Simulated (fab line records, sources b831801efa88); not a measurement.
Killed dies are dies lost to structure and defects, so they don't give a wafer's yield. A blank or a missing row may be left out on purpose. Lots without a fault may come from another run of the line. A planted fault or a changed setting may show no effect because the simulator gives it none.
Problem report in the 8D (eight disciplines) form, filled by code | flow gf180mcu | the parts of the form that need people (team, actions taken, sign-off) are left out

1. THE PROBLEM
V2_W_RS at GF_V2_RS_MEAS_24 reads a mean of 0.368 ohm/sq on 3 wafers of 2 lots; wafers without a fault read 0.328 ohm/sq with a standard deviation of 0.0037. That is +11 standard deviations from the usual mean.
The step: measures by four-point-probe.
First seen on wafer L103.1, day 24 20:37, on film_metro-03. The record holds 33 wafers of 11 lots with a number at this step. Rule for "out", or "out of limits": more than 4 standard deviations from the usual mean. The other wafers with a number count as sound.

2. WHAT IT IS AND WHAT IT IS NOT
question                    | is                     | is not
which readings at this step | V2_W_RS                | -
which lots                  | L103, L106             | L105, L111, L112, L114, L991, L992, L993, L996, L999
which wafers of those lots  | L103.1, L103.2, L106.2 | L103.4, L106.5, L106.6
read on which gauges        | film_metro-03          | film_metro-02, film_metro-04
when                        | from day 24 20:37      | up to then (16 sound wafers); but 14 sound wafers of L105, L106, L111, L112, L114 came after

3. SUSPECTS, AND WHAT RULES EACH OUT
Counting: a tool at a process step up to the reading stays a suspect if it ran every lot that is out. Sound lots after the first of them don't rule it out here, since some wafers of a struck lot are sound.
- the gauge at GF_V2_RS_MEAS_24: kept. All the wafers that are out were read on film_metro-03, and no step on other tools shows them out.
- cvd_w-01 at GF_V2_CVD_23 (deposits W, target thk 350 nm, time 104.94 s): kept. It ran every lot that is out, first L103 (day 24 20:30); its last sound lot up to then is L992 (day 20 17:53).
Left after counting: cvd_w-01 at GF_V2_CVD_23, film_metro-03 at GF_V2_RS_MEAS_24.

4. THE CAUSE (what the simulator had put in)
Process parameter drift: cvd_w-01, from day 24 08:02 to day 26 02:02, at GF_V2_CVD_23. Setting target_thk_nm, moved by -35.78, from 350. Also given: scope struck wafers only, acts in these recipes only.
Counting left 2 suspects, and this tool is among them.

5. THE CHAIN OF EFFECTS, in route order
Each row: a reading whose mean over the struck wafers that have a number lies more than 3 standard deviations from the usual. Only readings for which the record gives a usual standard deviation are gone through. hours: the time from each lot's start at the first step in this table that gives one to its start at this step, as a median over the lots. sigmas: the change in usual standard deviations.
hours | step              | reading  | usual        | on struck wafers | change | sigmas
0     | GF_V2_RS_MEAS_24  | V2_W_RS  | 0.328 ohm/sq | 0.368            | +0.040 | +11
0     | GF_V2_THK_MEAS_25 | V2_W_THK | 338 nm       | 302              | -36    | -8.1

6. WHAT WOULD HAVE CAUGHT IT SOONER
In this record the first reading out of limits at a measuring or inspecting step was taken at day 24 20:37, 13 hours after the fault began at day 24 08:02.
Of the tool readings at GF_V2_CVD_23 for which the record gives a usual standard deviation, none was out on any struck wafer, so an alarm limit of 4 standard deviations on them would not have fired.
Of the lots that are out (2), L106 began GF_V2_CVD_23 on cvd_w-01 after day 24 20:37. A hold on the tool at that time would have spared it.
